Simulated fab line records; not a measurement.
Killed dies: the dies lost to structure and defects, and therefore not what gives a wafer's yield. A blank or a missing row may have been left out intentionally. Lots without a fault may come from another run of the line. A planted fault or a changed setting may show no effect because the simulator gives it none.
Problem report in the 8D (eight disciplines) form, filled by code ; flow gf180mcu ; the parts of the form that need people (team, actions taken, sign-off) are left out

## 1. PROBLEM STATEMENT
POLY_GATE_CVD_00_THK at GF_POLY_GATE_THK_MEAS_01 reads a mean of 177.6 nm on 3 wafers of 1 lot; wafers without a fault read 199.3 nm with a standard deviation of 2.2. That puts it -9.9 standard deviations away from the usual mean.
The first sign was on wafer L298.2 at day 14 11:41, on film-metro-03. The record has a number at this step for 36 wafers belonging to 12 lots. Rule for "out" (also "out of limits"): further than 4 standard deviations from the usual mean. Any other wafer with a number is counted as sound.

## 2. WHAT IT IS, WHAT IT ISN'T
question;is;is not
which readings at this step;POLY_GATE_CVD_00_THK;-
which lots;L298;L279, L280, L281, L282, L283, L286, L287, L289, L292, L299, L300
which wafers of those lots;all that have a number;-
read on which gauges;film-metro-03;film-metro-01, film-metro-04
when;from day 14 11:41;"up to then (27 sound wafers); but 6 sound wafers of L299, L300 came after"

## 3. THE SUSPECTS, EACH WITH WHAT RULES IT OUT
Counting: a tool stays on the suspect list if, at a process step up to the reading, it processed all lots that are out and no sound lot following the first of them.
- ruled out: the gauge at GF_POLY_GATE_THK_MEAS_01. All the wafers that are out were read on film-metro-03, but those of them that GF_POLY_GATE_CVD_00 has rows for are out there too, on other tools.
- lpcvd-02 at GF_POLY_GATE_CVD_00 (deposits poly-Si, target thk 200 nm, time 1200 s): kept. It ran the lot that is out, L298 (day 14 10:21), and no sound lot after that; its last sound lot up to then is L292 (day 12 21:25). Out on those wafers are its own readings of pressure-mtorr.
Left after counting: lpcvd-02 at GF_POLY_GATE_CVD_00.

## 4. THE CAUSE (what the simulator had put in)
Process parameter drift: lpcvd-02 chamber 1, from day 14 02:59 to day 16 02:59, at GF_POLY_GATE_CVD_00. A move of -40 in setting pressure-mtorr, from 200. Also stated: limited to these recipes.
Counting left only this tool.

## 5. SEQUENCE OF EFFECTS, ordered by route
Each row: a reading whose mean over the struck wafers that have a number lies more than 3 standard deviations from the usual. Only readings whose record carries a usual standard deviation are examined. hours: median over the lots of the time between each lot's start at the first step of this table that gives one and its start at this step. sigmas: the change, counted in usual standard deviations.
hours;step;reading;usual;on struck wafers;change;sigmas
0;GF_POLY_GATE_CVD_00;pressure-mtorr;200.0 mTorr;160.2;-39.8;-99 or more
1;GF_POLY_GATE_THK_MEAS_01;POLY_GATE_CVD_00_THK;199.3 nm;177.6;-21.7;-9.9
23;GF_POLY_GATE_ETCH_13;oes-product-au;0.987 a.u.;0.921;-0.066;-9.1
Process steps it contains:
- GF_POLY_GATE_CVD_00: deposits poly-Si, target thk 200 nm, time 1200 s.
- GF_POLY_GATE_ETCH_13: etches poly-Si in HBr/Cl2, stops on SiO2, target depth 198.5 nm, time 69.6 s.
At these later measuring or inspecting steps, every struck wafer for which the step has a row has a number for every such reading, and none has moved that far: GF_M2_CD_MEAS_14.

## 6. HOW IT WOULD HAVE BEEN CAUGHT EARLIER
9 hours passed between the start of the fault at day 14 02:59 and the first reading out of limits at a measuring or inspecting step in this record, taken at day 14 11:41.
Tool's own readings at GF_POLY_GATE_CVD_00, pressure-mtorr: out on all struck wafers the step has rows for; an alarm limit on them would have tripped on the first.
By day 14 11:41 the whole set of lots that are out, 1 in number, had already begun GF_POLY_GATE_CVD_00 on lpcvd-02. None of them would have been spared by holding the tool at that moment.
